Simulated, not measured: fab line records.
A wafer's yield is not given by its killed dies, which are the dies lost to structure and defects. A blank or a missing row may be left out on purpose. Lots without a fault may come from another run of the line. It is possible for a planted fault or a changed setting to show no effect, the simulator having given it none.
Which tool did it? || flow sky130 || Sampling: 12 lots, 36 wafers, 5 of 708 route steps

WHAT EACH GAUGE READ, for each wafer
SKY_NWELL_OVL_MEAS_10.
{"lot": "L672", "measured": "day 4 16:40", "on": "overlay-02", "NWELL_00_OVL (nm)": "-1.1 -0.4 -2.9"}
{"lot": "L674", "measured": "day 5 06:38", "on": "overlay-02", "NWELL_00_OVL (nm)": "0.9 -0.4 0.8"}
{"lot": "L681", "measured": "day 6 17:50", "on": "overlay-01", "NWELL_00_OVL (nm)": "2.4 -0.2 1.5"}
{"lot": "L682", "measured": "day 7 02:04", "on": "overlay-01", "NWELL_00_OVL (nm)": "-2.2 -2.6 -2.5"}
{"lot": "L684", "measured": "day 7 12:13", "on": "overlay-02", "NWELL_00_OVL (nm)": "0.2 -1.2 1.4"}
{"lot": "L689", "measured": "day 8 15:06", "on": "overlay-01", "NWELL_00_OVL (nm)": "-0.1 0.7 -0.7"}
{"lot": "L690", "measured": "day 8 19:58", "on": "overlay-01", "NWELL_00_OVL (nm)": "0.3 -1.1 1.8"}
{"lot": "L691", "measured": "day 8 23:46", "on": "overlay-01", "NWELL_00_OVL (nm)": "-1.0 -1.1 -0.4"}
{"lot": "L692", "measured": "day 9 13:58", "on": "overlay-02", "NWELL_00_OVL (nm)": "0.9 4.7 1.9"}
{"lot": "L693", "measured": "day 10 01:08", "on": "overlay-01", "NWELL_00_OVL (nm)": "3.5 4.3 2.5"}
{"lot": "L695", "measured": "day 10 12:55", "on": "overlay-01", "NWELL_00_OVL (nm)": "-1.2 0.2 -2.6"}
{"lot": "L694", "measured": "day 10 13:16", "on": "overlay-02", "NWELL_00_OVL (nm)": "2.0 2.0 -0.5"}

SKY_NWELL_TW_MEAS_26.
{"lot": "L672", "measured": "day 5 10:47", "on": "film metro-04", "NWELL_2_TW": "500.1 498.5 501.0"}
{"lot": "L674", "measured": "day 6 02:01", "on": "film metro-02", "NWELL_2_TW": "498.0 498.5 497.9"}
{"lot": "L681", "measured": "day 7 12:50", "on": "film metro-02", "NWELL_2_TW": "507.3 504.0 509.2"}
{"lot": "L682", "measured": "day 7 21:11", "on": "film metro-01", "NWELL_2_TW": "507.5 508.5 510.4"}
{"lot": "L684", "measured": "day 8 08:24", "on": "film metro-02", "NWELL_2_TW": "499.1 501.1 498.8"}
{"lot": "L689", "measured": "day 9 12:25", "on": "film metro-04", "NWELL_2_TW": "504.2 501.8 500.4"}
{"lot": "L690", "measured": "day 9 17:23", "on": "film metro-04", "NWELL_2_TW": "502.8 503.0 503.2"}
{"lot": "L691", "measured": "day 9 21:28", "on": "film metro-01", "NWELL_2_TW": "498.4 499.8 501.6"}
{"lot": "L692", "measured": "day 10 12:43", "on": "film metro-04", "NWELL_2_TW": "503.9 503.9 504.0"}
{"lot": "L693", "measured": "day 11 01:01", "on": "film metro-02", "NWELL_2_TW": "498.9 497.5 494.0"}
{"lot": "L695", "measured": "day 11 12:44", "on": "film metro-01", "NWELL_2_TW": "495.1 495.9 496.3"}
{"lot": "L694", "measured": "day 11 13:06", "on": "film metro-01", "NWELL_2_TW": "497.5 496.3 495.4"}

SKY_VT_ADJUST_PCH_OVL_MEAS_07.
{"lot": "L672", "measured": "day 10 11:27", "on": "overlay-02", "VT_ADJUST_PCH_OVL (nm)": "-1.3 -2.0 -0.3"}
{"lot": "L674", "measured": "day 11 03:01", "on": "overlay-02", "VT_ADJUST_PCH_OVL (nm)": "-3.2 -2.8 -2.9"}
{"lot": "L681", "measured": "day 13 03:25", "on": "overlay-02", "VT_ADJUST_PCH_OVL (nm)": "-3.0 1.2 -2.2"}
{"lot": "L682", "measured": "day 13 12:38", "on": "overlay-02", "VT_ADJUST_PCH_OVL (nm)": "-3.4 -1.8 -2.9"}
{"lot": "L684", "measured": "day 14 05:04", "on": "overlay-01", "VT_ADJUST_PCH_OVL (nm)": "-1.8 0.9 2.2"}
{"lot": "L689", "measured": "day 15 14:22", "on": "overlay-02", "VT_ADJUST_PCH_OVL (nm)": "-0.5 -1.5 -2.9"}
{"lot": "L690", "measured": "day 15 23:10", "on": "overlay-01", "VT_ADJUST_PCH_OVL (nm)": "0.9 -1.3 -1.2"}
{"lot": "L691", "measured": "day 16 02:23", "on": "overlay-01", "VT_ADJUST_PCH_OVL (nm)": "-1.3 -2.1 -2.7"}
{"lot": "L692", "measured": "day 16 22:40", "on": "overlay-02", "VT_ADJUST_PCH_OVL (nm)": "-1.3 -2.0 -2.1"}
{"lot": "L693", "measured": "day 17 17:10", "on": "overlay-02", "VT_ADJUST_PCH_OVL (nm)": "-1.8 -1.2 -1.3"}
{"lot": "L695", "measured": "day 18 06:43", "on": "overlay-02", "VT_ADJUST_PCH_OVL (nm)": "-3.6 -4.3 -0.9"}
{"lot": "L694", "measured": "day 18 07:46", "on": "overlay-02", "VT_ADJUST_PCH_OVL (nm)": "-2.2 -2.1 -0.6"}

WHAT TOOL EACH LOT RAN ON (gives the tool, then ch and the chambers of the sampled wafers, and finally the start)
{"lot": "L672", "SKY_NWELL_IMPLANT_24": "implanter-02 ch 0, day 5 10:32", "SKY_VT_ADJUST_HVTR_STRIP_10": "plasma asher-03 ch 1, day 9 13:48"}
{"lot": "L674", "SKY_NWELL_IMPLANT_24": "implanter-02 ch 0, day 6 01:47", "SKY_VT_ADJUST_HVTR_STRIP_10": "plasma asher-02 ch 0,1, day 10 03:50"}
{"lot": "L681", "SKY_NWELL_IMPLANT_24": "implanter-03 ch 0, day 7 12:35", "SKY_VT_ADJUST_HVTR_STRIP_10": "plasma asher-03 ch 0,1, day 12 02:48"}
{"lot": "L682", "SKY_NWELL_IMPLANT_24": "implanter-03 ch 0, day 7 20:58", "SKY_VT_ADJUST_HVTR_STRIP_10": "plasma asher-03 ch 0,1, day 12 12:08"}
{"lot": "L684", "SKY_NWELL_IMPLANT_24": "implanter-02 ch 0, day 8 08:11", "SKY_VT_ADJUST_HVTR_STRIP_10": "plasma asher-03 ch 0,1, day 13 03:23"}
{"lot": "L689", "SKY_NWELL_IMPLANT_24": "implanter-02 ch 0, day 9 12:10", "SKY_VT_ADJUST_HVTR_STRIP_10": "plasma asher-04 ch 0,1, day 14 11:14"}
{"lot": "L690", "SKY_NWELL_IMPLANT_24": "implanter-02 ch 0, day 9 17:08", "SKY_VT_ADJUST_HVTR_STRIP_10": "plasma asher-04 ch 0, day 14 19:15"}
{"lot": "L691", "SKY_NWELL_IMPLANT_24": "implanter-01 ch 0, day 9 21:14", "SKY_VT_ADJUST_HVTR_STRIP_10": "plasma asher-02 ch 0,1, day 15 00:07"}
{"lot": "L692", "SKY_NWELL_IMPLANT_24": "implanter-02 ch 0, day 10 12:28", "SKY_VT_ADJUST_HVTR_STRIP_10": "plasma asher-04 ch 0,1, day 15 18:17"}
{"lot": "L693", "SKY_NWELL_IMPLANT_24": "implanter-02 ch 0, day 11 00:46", "SKY_VT_ADJUST_HVTR_STRIP_10": "plasma asher-02 ch 0,1, day 16 12:00"}
{"lot": "L695", "SKY_NWELL_IMPLANT_24": "implanter-01 ch 0, day 11 12:31", "SKY_VT_ADJUST_HVTR_STRIP_10": "plasma asher-04 ch 0, day 17 01:22"}
{"lot": "L694", "SKY_NWELL_IMPLANT_24": "implanter-03 ch 0, day 11 12:53", "SKY_VT_ADJUST_HVTR_STRIP_10": "plasma asher-04 ch 0,1, day 17 02:02"}
- SKY_NWELL_IMPLANT_24
- SKY_VT_ADJUST_HVTR_STRIP_10: strips in O2/N2.

WHAT THE TOOLS THEMSELVES READ (means of the sampled wafers that have a number; where no wafer has one, the mark that the record gives instead)
SKY_NWELL_IMPLANT_24.
{"lot": "L672", "tool": "implanter-02", "dose ions cm2": 9.188e+12, "faraday current uA": 52.0}
{"lot": "L674", "tool": "implanter-02", "dose ions cm2": 9.206e+12, "faraday current uA": 51.9}
{"lot": "L681", "tool": "implanter-03", "dose ions cm2": 9.981e+12, "faraday current uA": 55.3}
{"lot": "L682", "tool": "implanter-03", "dose ions cm2": 9.982e+12, "faraday current uA": 56.5}
{"lot": "L684", "tool": "implanter-02", "dose ions cm2": 9.221e+12, "faraday current uA": 51.8}
{"lot": "L689", "tool": "implanter-02", "dose ions cm2": 9.189e+12, "faraday current uA": 50.9}
{"lot": "L690", "tool": "implanter-02", "dose ions cm2": 9.190e+12, "faraday current uA": 51.4}
{"lot": "L691", "tool": "implanter-01", "dose ions cm2": 9.192e+12, "faraday current uA": 52.2}
{"lot": "L692", "tool": "implanter-02", "dose ions cm2": 9.204e+12, "faraday current uA": 52.0}
{"lot": "L693", "tool": "implanter-02", "dose ions cm2": 9.198e+12, "faraday current uA": 52.1}
{"lot": "L695", "tool": "implanter-01", "dose ions cm2": 9.214e+12, "faraday current uA": 51.9}
{"lot": "L694", "tool": "implanter-03", "dose ions cm2": 9.206e+12, "faraday current uA": 52.5}

SKY_VT_ADJUST_HVTR_STRIP_10.
{"lot": "L672", "tool": "plasma asher-03", "drypump motor current A (A)": 6.25, "oes product au (a.u.)": 0.716, "strip time to endpoint s (s)": 14.14}
{"lot": "L674", "tool": "plasma asher-02", "drypump motor current A (A)": 5.81, "oes product au (a.u.)": 0.715, "strip time to endpoint s (s)": 14.20}
{"lot": "L681", "tool": "plasma asher-03", "drypump motor current A (A)": 5.83, "oes product au (a.u.)": 0.714, "strip time to endpoint s (s)": 14.24}
{"lot": "L682", "tool": "plasma asher-03", "drypump motor current A (A)": 6.05, "oes product au (a.u.)": 0.715, "strip time to endpoint s (s)": 14.24}
{"lot": "L684", "tool": "plasma asher-03", "drypump motor current A (A)": 6.04, "oes product au (a.u.)": 0.717, "strip time to endpoint s (s)": 14.26}
{"lot": "L689", "tool": "plasma asher-04", "drypump motor current A (A)": 5.93, "oes product au (a.u.)": 0.716, "strip time to endpoint s (s)": 14.18}
{"lot": "L690", "tool": "plasma asher-04", "drypump motor current A (A)": 5.92, "oes product au (a.u.)": 0.716, "strip time to endpoint s (s)": 14.21}
{"lot": "L691", "tool": "plasma asher-02", "drypump motor current A (A)": 5.77, "oes product au (a.u.)": 0.712, "strip time to endpoint s (s)": 14.21}
{"lot": "L692", "tool": "plasma asher-04", "drypump motor current A (A)": 5.92, "oes product au (a.u.)": 0.716, "strip time to endpoint s (s)": 14.24}
{"lot": "L693", "tool": "plasma asher-02", "drypump motor current A (A)": 5.77, "oes product au (a.u.)": 0.716, "strip time to endpoint s (s)": 14.25}
{"lot": "L695", "tool": "plasma asher-04", "drypump motor current A (A)": 5.92, "oes product au (a.u.)": 0.718, "strip time to endpoint s (s)": 14.19}
{"lot": "L694", "tool": "plasma asher-04", "drypump motor current A (A)": 5.91, "oes product au (a.u.)": 0.715, "strip time to endpoint s (s)": 14.15}

THE ANSWER, worked out from the rows above alone
Rule: what is usual is taken from the lots themselves. The widest of any qualifying gaps counts: lots, ordered by their means at a reading, are off when they make up no more than a third of the lots, leave a main group of 4 or more, and stand apart from it by 3 or more times the standard deviation of that group's means. The tables above print the reading to a certain number of digits; a main group whose means all agree to those digits is not used. Also off: a lot with no number at a reading for which 4 or more lots have one. The other lots that the step has rows for count as sound. Order of review: gauges by route order, followed by the tools' own readings, for which a lot's mean as printed above is used. The first step at which some lot is off is used, and at that step the reading that is off furthest; a lot without a number counts as furthest.
Off at SKY_NWELL_IMPLANT_24 (dose ions cm2): L681, L682. For the main group the mean is 9.201e+12 and the standard deviation 1.1e+10.
A tool fits if, at that step or a process step before it, it ran every lot that is off, and no sound lot after the first of them. Of those tried, none fits.

WHAT THE SIMULATOR HAD INSERTED
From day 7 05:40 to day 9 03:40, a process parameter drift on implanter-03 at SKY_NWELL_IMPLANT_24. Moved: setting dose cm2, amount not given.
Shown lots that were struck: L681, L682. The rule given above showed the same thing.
